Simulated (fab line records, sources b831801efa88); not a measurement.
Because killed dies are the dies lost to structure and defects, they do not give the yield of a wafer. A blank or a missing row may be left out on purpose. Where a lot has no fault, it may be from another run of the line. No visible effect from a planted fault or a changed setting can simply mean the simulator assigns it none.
Problem report in the 8D (eight disciplines) form, filled by code + flow gf180mcu + the parts of the form that need people (team, actions taken, sign-off) are left out

1. THE ISSUE
V5_W_RS at GF_V5_RS_MEAS_24 reads a mean of 0.235 ohm/sq on 5 wafers of 2 lots; wafers without a fault read 0.330 ohm/sq with a standard deviation of 0.0034. That puts it -28 standard deviations away from the usual mean.
The step: measures by four-point-probe.
First seen on wafer L596.2, day 31 06:02, on film_metro-04. At this step, 30 wafers from 10 lots have a number in the record. Rule for "out" (also "out of limits"): further than 4 standard deviations from the usual mean. All remaining wafers that have a number are taken as sound.

2. WHAT IT IS, WHAT IT ISN'T
| question                    | is                                     | is not                                                                          |
|-----------------------------|----------------------------------------|---------------------------------------------------------------------------------|
| which readings at this step | V5_W_RS                                | -                                                                               |
| which lots                  | L596, L599                             | L584, L586, L590, L592, L593, L594, L598, L604                                  |
| which wafers of those lots  | L596.2, L596.3, L596.5, L599.2, L599.5 | L599.6                                                                          |
| read on which gauges        | film_metro-01, film_metro-04           | film_metro-02                                                                   |
| when                        | from day 31 06:02                      | up to then (18 sound wafers); but 7 sound wafers of L598, L599, L604 came after |

3. SUSPECTS, AND WHAT RULES EACH OUT
Counting: a tool at a process step up to the reading stays a suspect if it ran every lot that is out. Sound lots after the first of them don't rule it out here, since some wafers of a struck lot are sound.
- ruled out: the gauge at GF_V5_RS_MEAS_24. The wafers that are out were read on 2 gauges (film_metro-01, film_metro-04).
- cvd_w-02 at GF_V5_CVD_23 (deposits W, target thk 350 nm, time 104.9 s): kept. Every lot that is out went through it, the first being L596 (day 31 05:54); the last sound lot it ran before that was L593 (day 30 06:58).
The count leaves cvd_w-02 at GF_V5_CVD_23.

4. THE CAUSE (what the simulator had put in)
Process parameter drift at GF_V5_CVD_23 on cvd_w-02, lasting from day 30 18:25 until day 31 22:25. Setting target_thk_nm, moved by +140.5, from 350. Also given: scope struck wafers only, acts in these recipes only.
This tool alone remained once counting was done.

5. THE CHAIN OF EFFECTS, in route order
One row per reading whose mean, taken over the struck wafers that have a number, lies over 3 standard deviations from the usual. Scope: only readings with a usual standard deviation given in the record; hours: median across lots of the time from each lot's start at the first step in this table that gives one to its start at this step; sigmas: change in usual standard deviations.
| hours | step              | reading            | usual        | on struck wafers | change | sigmas |
|-------|-------------------|--------------------|--------------|------------------|--------|--------|
| 0     | GF_V5_RS_MEAS_24  | V5_W_RS            | 0.330 ohm/sq | 0.235            | -0.095 | -28    |
| 0     | GF_V5_THK_MEAS_25 | V5_W_THK           | 342 nm       | 481              | +139   | +24    |
| 0     | GF_V5_CMP_26      | time_to_endpoint_s | 82 s         | 119              | +37    | +8.5   |
Its process steps:
- GF_V5_CMP_26: polishes, stops on SiO2, t overpolish 15 s, target thk 0 nm.

6. WHAT WOULD HAVE CAUGHT IT SOONER
12 hours passed between the start of the fault at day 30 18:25 and the first reading out of limits at a measuring or inspecting step in this record, taken at day 31 06:02.
No tool reading at GF_V5_CVD_23 that has a usual standard deviation in the record was out on any struck wafer, so an alarm limit of 4 standard deviations on those readings would not have fired.
Lots out: 2; of these, L599 started GF_V5_CVD_23 on cvd_w-02 after day 31 06:02. Holding the tool at that time would have saved it.
